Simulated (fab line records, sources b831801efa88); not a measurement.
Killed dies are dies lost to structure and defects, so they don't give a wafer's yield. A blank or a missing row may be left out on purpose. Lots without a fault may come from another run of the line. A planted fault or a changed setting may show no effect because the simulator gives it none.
Chamber matching | flow sky130 | SKY_VIA2_CMP_24 on cmp-01: 4 sister chambers
The step polishes, stops on SiO2, t overpolish 20 s, target thk 0 nm. 4 wafers are shown with their chamber, then 8 later ones without.

WAFERS WITH THEIR CHAMBER
wafer  | chamber | motor_current_A (A)
L628.4 | 0       | 11.5
L631.3 | 2       | 12.9
L631.5 | 1       | 11.6
L632.3 | 3       | 10.6

WAFERS WITHOUT THEIR CHAMBER
wafer  | motor_current_A (A)
L632.4 | 10.4
L632.6 | 11.2
L633.1 | 12.9
L633.5 | 11.9
L633.6 | 11.3
L635.1 | 12.9
L635.2 | 10.4
L635.5 | 10.8

WHICH CHAMBER EACH WENT THROUGH
wafer  | from the rows above          | in truth
L632.4 | 3                            | 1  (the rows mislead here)
L632.6 | can't be placed: 0 or 1 or 3 | 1
L633.1 | 2                            | 2
L633.5 | can't be placed: 1 or 0      | 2
L633.6 | can't be placed: 0 or 1      | 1
L635.1 | 2                            | 2
L635.2 | 3                            | 3
L635.5 | 3                            | 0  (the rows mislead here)
Placed correctly: 3 of 8. Can't be placed from these rows: 3 (the true chamber is among the candidates in 2). Placed wrongly: 2.
How it was worked out, from the rows above alone: a wafer's distance from a chamber is the root of the sum, over the readings, of the square of ((its reading less the chamber's mean) divided by the reading's scatter). The wafer belongs to the nearest chamber; if the next one is less than 2 further off, it can't be placed. A chamber's mean is the mean of its shown wafers. The scatter: with one shown wafer a chamber, the root of the mean of the squares of how far each hidden wafer lies from its nearest shown one.
